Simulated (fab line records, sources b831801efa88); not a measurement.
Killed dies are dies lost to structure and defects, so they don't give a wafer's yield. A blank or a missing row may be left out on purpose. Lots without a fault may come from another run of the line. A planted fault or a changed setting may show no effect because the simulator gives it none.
Which tool did it? | flow gf180mcu | 6 lots, 18 wafers sampled, at 2 steps of a route of 602

WHAT THE GAUGES READ, wafer by wafer
GF_HV_LDD_TW_MEAS_38.
lot  | measured     | on            | HV_LDD_3_TW
L238 | day 11 18:11 | film_metro-02 | 1425 1419 1420
L241 | day 13 06:40 | film_metro-03 | 1436 1439 1435
L244 | day 13 18:01 | film_metro-01 | 1533 1537 1543
L246 | day 15 00:39 | film_metro-03 | 1534 1541 1534
L254 | day 17 04:04 | film_metro-03 | 1440 1440 1432
L258 | day 18 02:34 | film_metro-02 | 1422 1420 1420

WHICH TOOL RAN EACH LOT (tool, then ch and the chambers of the sampled wafers, then the start)
lot  | GF_HV_LDD_IMPLANT_35
L238 | implanter-01 ch 0, day 11 17:49
L241 | implanter-02 ch 0, day 13 06:16
L244 | implanter-02 ch 0, day 13 17:19
L246 | implanter-02 ch 0, day 14 23:41
L254 | implanter-02 ch 0, day 17 03:41
L258 | implanter-01 ch 0, day 18 02:10
- GF_HV_LDD_IMPLANT_35

THE ANSWER, worked out from the rows above alone
Rule: what is usual is taken from the lots themselves. Put in order of their means at a reading, lots are off if they are a third of the lots or fewer, leave a main group of 4 or more, and stand apart from it by a gap of 3 or more times the standard deviation of the main group's means; of several such gaps the widest counts. A main group whose means are all the same, to the digits that the tables above print for the reading, isn't used. A lot without any number at a reading at which 4 lots or more have one is off too. The other lots that the step has rows for count as sound.
Off: L244, L246, at GF_HV_LDD_TW_MEAS_38 (HV_LDD_3_TW). The main group: mean 1429, standard deviation 8.
A tool fits if, at a process step before that reading, it ran every lot that is off, and no sound lot after the first of them. The gauges at GF_HV_LDD_TW_MEAS_38 are tried like those tools. None of those tried fits.

WHAT THE SIMULATOR HAD PUT IN
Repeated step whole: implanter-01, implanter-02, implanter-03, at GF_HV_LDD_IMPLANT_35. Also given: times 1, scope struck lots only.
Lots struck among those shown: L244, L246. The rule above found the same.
